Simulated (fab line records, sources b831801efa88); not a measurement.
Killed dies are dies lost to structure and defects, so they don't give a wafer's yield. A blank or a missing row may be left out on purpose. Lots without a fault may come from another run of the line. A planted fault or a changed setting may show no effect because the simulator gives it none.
Which tool did it? | flow gf180mcu | 24 lots, 72 wafers sampled, at 3 steps of a route of 602

WHAT THE GAUGES READ, wafer by wafer
GF_M3_CD_MEAS_14: target cd 280 nm.
lot  | measured     | on        | cd_nm (nm)
L074 | day 21 09:43 | cd_sem-02 | 279.6 278.2 279.6
L075 | day 21 20:39 | cd_sem-02 | 279.5 279.9 279.1
L076 | day 22 01:03 | cd_sem-02 | 279.7 279.7 280.6
L077 | day 22 11:29 | cd_sem-01 | 277.5 277.9 279.2
L078 | day 23 01:31 | cd_sem-02 | 279.6 278.6 279.2
L079 | day 23 09:31 | cd_sem-01 | 281.0 280.5 280.5
L080 | day 23 17:58 | cd_sem-02 | 280.5 281.1 280.9
L081 | day 24 03:53 | cd_sem-01 | 279.1 280.3 280.1
L082 | day 24 11:46 | cd_sem-01 | 278.8 280.1 279.5
L083 | day 24 14:48 | cd_sem-02 | 280.5 280.8 281.1
L084 | day 25 01:49 | cd_sem-01 | 280.1 279.1 280.0
L085 | day 25 06:51 | cd_sem-01 | 280.0 280.9 279.7
L086 | day 25 12:59 | cd_sem-01 | 279.1 278.7 278.7
L087 | day 25 19:07 | cd_sem-02 | 277.7 279.6 279.8
L088 | day 26 07:49 | cd_sem-01 | 279.5 279.3 280.4
L089 | day 26 13:02 | cd_sem-02 | 281.0 279.6 277.9
L090 | day 26 18:34 | cd_sem-02 | 280.2 281.6 281.6
L091 | day 27 08:13 | cd_sem-01 | 281.3 281.1 280.7
L092 | day 27 08:55 | cd_sem-01 | 281.0 279.3 280.9
L093 | day 27 13:25 | cd_sem-01 | 283.0 283.2 282.1
L094 | day 27 23:58 | cd_sem-02 | 281.4 281.8 280.5
L095 | day 28 08:37 | cd_sem-02 | 283.2 281.7 282.6
L096 | day 28 13:48 | cd_sem-02 | 282.0 281.8 281.6
L097 | day 28 21:04 | cd_sem-01 | 280.9 280.3 280.1

GF_V3_BOW_MEAS_05.
lot  | measured     | on            | V3_BOW (um)
L074 | day 21 11:05 | film_metro-04 | 105 124 108
L075 | day 21 22:01 | film_metro-04 | 116 116 119
L076 | day 22 02:32 | film_metro-04 | 128 112 121
L077 | day 22 12:58 | film_metro-04 | 113 123 120
L078 | day 23 02:53 | film_metro-01 | 111 116 114
L079 | day 23 10:53 | film_metro-02 | 133 119 138
L080 | day 23 19:19 | film_metro-02 | 125 119 119
L081 | day 24 05:15 | film_metro-04 | 111 102 110
L082 | day 24 13:14 | film_metro-01 | 107 101 119
L083 | day 24 16:12 | film_metro-01 | 116 117 125
L084 | day 25 03:11 | film_metro-02 | 113 118 120
L085 | day 25 08:13 | film_metro-04 | 113 111 109
L086 | day 25 14:21 | film_metro-01 | 101 115 97
L087 | day 25 20:31 | film_metro-04 | 126 123 123
L088 | day 26 09:10 | film_metro-02 | 126 128 109
L089 | day 26 14:49 | film_metro-04 | 111 135 112
L090 | day 26 19:55 | film_metro-02 | 115 108 96
L091 | day 27 09:37 | film_metro-01 | 110 100 109
L092 | day 27 10:24 | film_metro-01 | 112 123 116
L093 | day 27 14:47 | film_metro-04 | 107 100 111
L094 | day 28 01:27 | film_metro-04 | 118 124 124
L095 | day 28 09:59 | film_metro-01 | 107 112 112
L096 | day 28 15:10 | film_metro-04 | 126 122 115
L097 | day 28 22:26 | film_metro-04 | 123 115 119

GF_V3_THK_MEAS_25: measures by xrf.
lot  | measured     | on            | V3_W_THK (nm)
L074 | day 22 11:44 | film_metro-04 | 342 345 347
L075 | day 22 21:56 | film_metro-04 | 354 351 352
L076 | day 23 01:41 | film_metro-01 | 348 345 346
L077 | day 23 13:01 | film_metro-04 | 355 351 350
L078 | day 24 02:02 | film_metro-04 | 350 346 345
L079 | day 24 10:09 | film_metro-02 | 353 356 356
L080 | day 24 19:10 | film_metro-01 | 345 346 349
L081 | day 25 04:33 | film_metro-04 | 341 346 342
L082 | day 25 11:40 | film_metro-02 | 346 348 351
L083 | day 25 15:03 | film_metro-04 | 341 352 347
L084 | day 26 01:48 | film_metro-02 | 353 348 349
L085 | day 26 06:39 | film_metro-04 | 345 345 342
L086 | day 26 12:05 | film_metro-02 | 344 341 346
L087 | day 26 18:07 | film_metro-02 | 345 346 347
L088 | day 27 06:34 | film_metro-02 | 342 345 353
L089 | day 27 11:53 | film_metro-02 | 350 354 355
L090 | day 27 17:01 | film_metro-04 | 355 357 351
L091 | day 28 05:52 | film_metro-01 | 353 348 346
L092 | day 28 07:21 | film_metro-02 | 351 360 354
L093 | day 28 11:24 | film_metro-02 | 349 356 347
L094 | day 28 21:32 | film_metro-04 | 351 347 346
L095 | day 29 06:03 | film_metro-01 | 348 348 350
L096 | day 29 11:09 | film_metro-01 | 345 348 344
L097 | day 29 18:36 | film_metro-01 | 347 352 348

WHICH TOOL RAN EACH LOT (tool, then ch and the chambers of the sampled wafers, then the start)
The record holds no process step before these readings.

WHAT THE TOOLS THEMSELVES READ (means of the sampled wafers that have a number; where no wafer has one, the mark that the record gives instead)
The record holds no such reading with a usual standard deviation.

THE ANSWER, worked out from the rows above alone
Rule: what is usual is taken from the lots themselves. Put in order of their means at a reading, lots are off if they are a third of the lots or fewer, leave a main group of 4 or more, and stand apart from it by a gap of 3 or more times the standard deviation of the main group's means; of several such gaps the widest counts. A main group whose means are all the same, to the digits that the tables above print for the reading, isn't used. A lot without any number at a reading at which 4 lots or more have one is off too. The other lots that the step has rows for count as sound. The gauges are gone through in route order, then the tools' own readings, and for those a lot's mean is taken as printed above. The first step at which some lot is off is used, and at that step the reading that is off furthest; a lot without a number counts as furthest.
No lot is off at any reading shown: from this, nothing can be told.

WHAT THE SIMULATOR HAD PUT IN
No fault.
